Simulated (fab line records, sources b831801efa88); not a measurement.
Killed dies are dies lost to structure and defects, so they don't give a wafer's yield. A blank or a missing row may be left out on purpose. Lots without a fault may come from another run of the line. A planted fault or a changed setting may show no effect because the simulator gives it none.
Which tool did it? | flow sky130 | 6 lots, 18 wafers sampled, at 4 steps of a route of 708

WHAT THE GAUGES READ, wafer by wafer
SKY_PAD_OPEN_BOW_MEAS_13.
lot  | measured     | on            | PAD_OPEN_BOW (um)
L214 | day 45 08:07 | film_metro-02 | 44 32 31
L217 | day 47 20:02 | film_metro-01 | 33 45 53
L220 | day 48 12:50 | film_metro-01 | 47 51 47
L229 | day 49 21:32 | film_metro-01 | 41 50 43
L231 | day 50 07:04 | film_metro-01 | 60 48 51
L236 | day 51 01:53 | film_metro-02 | 44 51 54

WHICH TOOL RAN EACH LOT (tool, then ch and the chambers of the sampled wafers, then the start)
lot  | SKY_CAP2M_CLEAN_16              | SKY_PASSIVATION_STRIP_12             | SKY_PAD_OPEN_STRIP_08
L214 | wet_bench-01 ch 1, day 40 10:10 | plasma_asher-03 ch 0,1, day 44 10:04 | plasma_asher-03 ch 0,1, day 45 05:33
L217 | wet_bench-01 ch 3, day 43 02:07 | plasma_asher-01 ch 0, day 46 20:38   | plasma_asher-01 ch 0,1, day 47 17:05
L220 | wet_bench-01 ch 1, day 43 17:35 | plasma_asher-04 ch 0, day 47 12:55   | plasma_asher-01 ch 0,1, day 48 10:39
L229 | wet_bench-03 ch 3, day 45 15:03 | plasma_asher-04 ch 0,1, day 49 02:17 | plasma_asher-03 ch 0,1, day 49 19:24
L231 | wet_bench-01 ch 3, day 46 00:55 | plasma_asher-04 ch 0,1, day 49 12:21 | plasma_asher-03 ch 0,1, day 50 04:56
L236 | wet_bench-01 ch 3, day 46 23:04 | plasma_asher-03 ch 1, day 50 08:29   | plasma_asher-02 ch 0, day 50 23:45
- SKY_CAP2M_CLEAN_16: cleans in IPA, time 180 s.
- SKY_PASSIVATION_STRIP_12: strips in O2/N2.
- SKY_PAD_OPEN_STRIP_08: strips in O2/N2.

THE ANSWER, worked out from the rows above alone
Rule: what is usual is taken from the lots themselves. Put in order of their means at a reading, lots are off if they are a third of the lots or fewer, leave a main group of 4 or more, and stand apart from it by a gap of 3 or more times the standard deviation of the main group's means; of several such gaps the widest counts. A main group whose means are all the same, to the digits that the tables above print for the reading, isn't used. A lot without any number at a reading at which 4 lots or more have one is off too. The other lots that the step has rows for count as sound.
No lot is off at any reading shown: from this, nothing can be told.

WHAT THE SIMULATOR HAD PUT IN
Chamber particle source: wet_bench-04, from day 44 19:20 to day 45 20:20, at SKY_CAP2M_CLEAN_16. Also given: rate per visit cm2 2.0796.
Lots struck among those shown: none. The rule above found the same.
